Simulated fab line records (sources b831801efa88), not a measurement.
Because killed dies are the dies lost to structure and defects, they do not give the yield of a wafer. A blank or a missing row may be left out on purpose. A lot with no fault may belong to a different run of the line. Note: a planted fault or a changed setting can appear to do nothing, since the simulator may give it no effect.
Lot-split experiment | flow gf180mcu | 23 wafers read across 5 lots, on a route 602 steps long

ON THE SPLIT
At GF_V1_CMP_04 (polishes SiO2), the setting leaveAboveRefNm was moved away from the recipe's 632.5 nm on 8 of the 23 wafers read, by -7.1% to +6.2%. This setting was run at the recipe's value on the other wafers.

FROM THE SPLIT TO THE READING: what the file shows between them, 4 steps
- GF_V1_COAT_09: resist thk 1000 nm (also split here: resistThkNm)
- GF_V1_SOFTBAKE_10: time 60 s
- GF_V1_EXPOSE_11: exposes mask Via1, target cd 260 nm
- GF_V1_ETCH_16: etches BARC in N2/H2

THE READING
oesProductAu, in a.u., at GF_V1_ETCH_17 (etches SiO2 in C4F8/O2/Ar, stops on TiN, target depth 630 nm). A value of 0.856 a.u. with a standard deviation of 0.0049 a.u. is what fault-free wafers of this fab line usually give.

wafer  | tool, chamber at the split | leaveAboveRefNm as run, nm | against the recipe | oesProductAu, a.u. | against lot-mates on the recipe
L074.1 | cmp-01, 0                  | 671.4                      | +6.2%              | 0.882              | +0.023
L074.2 | cmp-01, 2                  | 671.4                      | +6.2%              | 0.875              | +0.016
L074.3 | cmp-01, 3                  | 632.5                      | recipe             | 0.857              | -
L074.4 | cmp-01, 1                  | 632.5                      | recipe             | 0.862              | -
L074.5 | cmp-01, 0                  | 671.4                      | +6.2%              | 0.892              | +0.033
L081.1 | cmp-01, 3                  | 632.5                      | recipe             | 0.864              | -
L081.2 | cmp-01, 1                  | 632.5                      | recipe             | 0.865              | -
L081.3 | cmp-01, 0                  | 632.5                      | recipe             | 0.852              | -
L081.5 | cmp-01, 1                  | 632.5                      | recipe             | 0.852              | -
L081.6 | cmp-01, 2                  | 632.5                      | recipe             | 0.860              | -
L082.1 | cmp-01, 2                  | 587.3                      | -7.1%              | 0.823              | -0.032
L082.2 | cmp-01, 1                  | 632.5                      | recipe             | 0.852              | -
L082.4 | cmp-01, 0                  | 632.5                      | recipe             | 0.852              | -
L082.5 | cmp-01, 0                  | 632.5                      | recipe             | 0.861              | -
L082.6 | cmp-01, 3                  | 587.3                      | -7.1%              | 0.832              | -0.023
L084.2 | cmp-01, 0                  | 632.5                      | recipe             | 0.855              | -
L084.4 | cmp-01, 3                  | 632.5                      | recipe             | 0.863              | -
L084.6 | cmp-01, 0                  | 632.5                      | recipe             | 0.850              | -
L085.1 | cmp-01, 0                  | 613.5                      | -3.0%              | 0.841              | -0.014
L085.2 | cmp-01, 1                  | 613.5                      | -3.0%              | 0.845              | -0.010
L085.3 | cmp-01, 2                  | 632.5                      | recipe             | 0.852              | -
L085.4 | cmp-01, 3                  | 632.5                      | recipe             | 0.859              | -
L085.6 | cmp-01, 2                  | 613.5                      | -3.0%              | 0.840              | -0.015

FIT RESULTS
A straight line over all 23 wafers: oesProductAu changes by +0.00427 a.u. for each +1% of leaveAboveRefNm; r = +0.94; the points scatter about the line by 0.0053 a.u.
The same after taking each lot's own level away (the mean of its wafers on the recipe; 23 wafers): +0.0039 a.u. for each +1%; r = +0.93; scatter 0.0051 a.u.
Per that fit: largest leaveAboveRefNm move, reading shift of 0.028 a.u.
Measured against the standard deviation above, the lots' own levels, which go from 0.8550 to 0.8595 a.u., span 0.9 times it.
Hence the lot-to-lot level has little effect on the slope; both slopes agree.
Check: for one of the wafers moved furthest among these (-7.1%), held out of the fit, the line's prediction against its lot-mates is -0.0269 a.u. Against them it came out at -0.032 a.u.
Tool readings at the split's step, against how far the setting was moved: timeToEndpointS r = -0.91.

OTHER SPLITS ON THESE WAFERS
Other splits were also applied to these wafers ahead of the reading. Each is held against what the fit with the lots' levels taken away leaves over:
other split on the same wafers | wafers away from the commonest value | r with oesProductAu (lot level and that fit taken away)
GF_M1_PEB_12 pebTempC          | 8                                    | +0.37
GF_M1_STRIP_17 powerW          | 5                                    | -0.18
GF_V1_COAT_09 resistThkNm      | 10                                   | +0.21

THE WHOLE CHAIN: every reading that the file lists as answering this split, in the file's order
step          | what it does                                                 | reading                                                                  | change (the file's fit)                   | r (the file's)
GF_V1_CMP_04  | polishes SiO2                                                | timeToEndpointS                                                          | withheld for each +1% of the setting      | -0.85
GF_V1_CMP_04  | polishes SiO2                                                | SiO2_of_V1_CVD_02.thkNm (the simulator's own value, which no gauge read) | +6.19 nm for each +1% of the setting      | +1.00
GF_V1_ETCH_17 | etches SiO2 in C4F8/O2/Ar, stops on TiN, target depth 630 nm | oesProductAu                                                             | +0.00389 a.u. for each +1% of the setting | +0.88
GF_V1_ETCH_17 | etches SiO2 in C4F8/O2/Ar, stops on TiN, target depth 630 nm | etch.depthNm (the simulator's own value, which no gauge read)            | +6.05 nm for each +1% of the setting      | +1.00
GF_V1_ETCH_17 | etches SiO2 in C4F8/O2/Ar, stops on TiN, target depth 630 nm | V1.featureDepthNm (the simulator's own value, which no gauge read)       | +6.19 nm for each +1% of the setting      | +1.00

FILE'S OWN FIT
oesProductAu changes by +0.00389 a.u. for each +1% of leaveAboveRefNm, r = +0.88.
